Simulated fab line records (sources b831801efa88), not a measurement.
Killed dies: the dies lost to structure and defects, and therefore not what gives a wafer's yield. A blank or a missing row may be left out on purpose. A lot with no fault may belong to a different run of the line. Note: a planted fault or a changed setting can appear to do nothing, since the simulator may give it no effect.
8D (eight disciplines) problem report, filled in by code / flow sky130 / the parts of the form that need people (team, actions taken, sign-off) are left out

## 1. THE PROBLEM
Wafers without a fault read 23.00 C, standard deviation 0.12; developer-temp-C at SKY_LDD_HVN_DEVELOP_06 reads a mean of 22.14 C on 6 wafers belonging to 2 lots. Relative to the usual mean, that is a shift of -7.1 standard deviations.
The step: develop time 60 s.
First observed at day 22 15:41: wafer L562.1, on litho-track-03. At this step, 39 wafers from 13 lots have a number in the record. The rule behind "out" and "out of limits": a value lying over 4 standard deviations away from the usual mean. The rest of the wafers with a number are treated as sound.

## 2. WHAT IT IS, WHAT IT ISN'T
question=which readings at this step | is=developer-temp-C | is not=exhaust-pa, resist-line-temp-C
question=which lots | is=L562, L563 | is not=L557, L558, L560, L570, L572, L574, L575, L576, L578, L579, L580
question=which wafers of those lots | is=all that have a number | is not=-
question=read on which tools | is=litho-track-03 | is not=litho-track-02, litho-track-04
question=when | is=from day 22 15:41 | is not=up to then (9 sound wafers); but 24 sound wafers of L570, L572, L574, L575, L576, L578, L579, L580 came after

## 3. WHAT RULES OUT EACH SUSPECT
Counting: any tool at a process step up to the reading is kept as a suspect provided that every lot that is out went through it and no sound lot did after the first of them.
- litho-track-03 at SKY_LDD_HVN_DEVELOP_06 (develop time 60 s): ruled out as a lasting fault. Following L562 (day 22 15:41), the first lot on it that is out, the sound lots L572, L575, L576, L578, L580 were run on it.
Left after counting: nothing in the record.

## 4. THE CAUSE (what the simulator had put in)
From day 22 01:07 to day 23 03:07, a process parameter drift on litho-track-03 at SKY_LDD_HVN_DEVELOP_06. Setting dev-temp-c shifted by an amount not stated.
Counting ruled it out, wrongly.

## 5. SEQUENCE OF EFFECTS, ordered by route
Rows list readings where the struck wafers' mean (over those with a number) sits beyond 3 standard deviations from the usual. Readings are gone through only where the record gives a usual standard deviation; hours: the median, over the lots, of the time from a lot's start at the first step in this table giving one to that lot's start at this step; sigmas: the change measured in usual standard deviations.
hours=0; step=SKY_LDD_HVN_DEVELOP_06; reading=developer-temp-C; usual=23.00 C; on struck wafers=22.14; change=-0.86; sigmas=-7.1
It contains these process steps:
- SKY_LDD_HVN_DEVELOP_06: develop time 60 s.

## 6. WHAT WOULD HAVE CAUGHT IT SOONER
First out-of-limits reading in this record: day 22 15:41, which is 15 hours after fault onset at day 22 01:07.
